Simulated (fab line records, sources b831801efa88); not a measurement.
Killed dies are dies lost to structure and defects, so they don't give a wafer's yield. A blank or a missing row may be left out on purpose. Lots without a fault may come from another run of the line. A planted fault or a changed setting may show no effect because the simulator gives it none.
One fault seen from 2 desks | flow gf180mcu | each desk has only its own numbers; what lay behind them comes last

THE TOOL OWNER'S DESK: implanter-02
The tool's own readings at GF_NSD_IMPLANT_09: means of the sampled wafers that have a number, for each lot that ran on this tool. A lot is out of limits, marked OUT, if its mean lies more than 4 standard deviations from the usual mean; the brackets give that distance.
Columns: A = beam_on_s at GF_NSD_IMPLANT_09, usual 18.2 s; B = dose_ions_cm2 at GF_NSD_IMPLANT_09, usual 4e+15
lot  | first seen here | A    | B
L738 | day 16 13:37    | 19.4 | 4e+15
L739 | day 17 01:30    | 19.4 | 4e+15
L751 | day 21 09:38    | 19.2 | 4e+15
This desk's finding: nothing out of limits on any of the 3 lots.

THE METROLOGY DESK
What the gauges read, lot by lot, whatever tool the lot ran on: means of the sampled wafers that have a number. A lot is out of limits, marked OUT, if its mean lies more than 4 standard deviations from the usual mean; the brackets give that distance. Of its 11 readings 7 are shown: those that lie furthest out on some lot.
Columns: A = NSD_OVL at GF_NSD_OVL_MEAS_08, usual 0.9 nm; B = NSD_TW at GF_NSD_TW_MEAS_12, usual 4251; C = cd_nm at GF_PSD_CD_MEAS_07, usual 400.3 nm; D = PSD_OVL at GF_PSD_OVL_MEAS_08, usual -0.5 nm; E = NSD_RS at GF_PSD_RS_MEAS_14, usual 46.18 ohm/sq; F = SAB_CVD_00_THK at GF_SAB_THK_MEAS_01, usual 50.2 nm; G = cd_nm at GF_SAB_CD_MEAS_09, usual 420.0 nm
lot  | first seen here | A    | B    | C     | D    | E     | F    | G
L735 | day 14 16:37    | 2.0  | 4212 | 399.7 | -0.7 | 46.16 | 50.2 | 414.6
L738 | day 15 15:30    | 2.7  | 4273 | 398.8 | 0.5  | 46.27 | 49.0 | 420.7
L739 | day 16 02:23    | -0.1 | 4243 | 402.3 | -0.0 | 46.33 | 51.2 | 419.4
L744 | day 17 21:45    | 0.8  | 4190 | 398.3 | 1.2  | 46.07 | 50.1 | 422.3
L745 | day 18 15:32    | -1.9 | 4201 | 394.7 | 0.5  | 46.25 | 50.5 | 420.3
L751 | day 20 09:47    | 0.4  | 4234 | 396.2 | -2.0 | 46.17 | 49.9 | 416.4
This desk's finding: nothing out of limits on any of the 6 lots.

PUT TOGETHER
The tool owner's desk saw nothing out of limits.
The metrology desk saw nothing out of limits.

WHAT THE SIMULATOR HAD PUT IN
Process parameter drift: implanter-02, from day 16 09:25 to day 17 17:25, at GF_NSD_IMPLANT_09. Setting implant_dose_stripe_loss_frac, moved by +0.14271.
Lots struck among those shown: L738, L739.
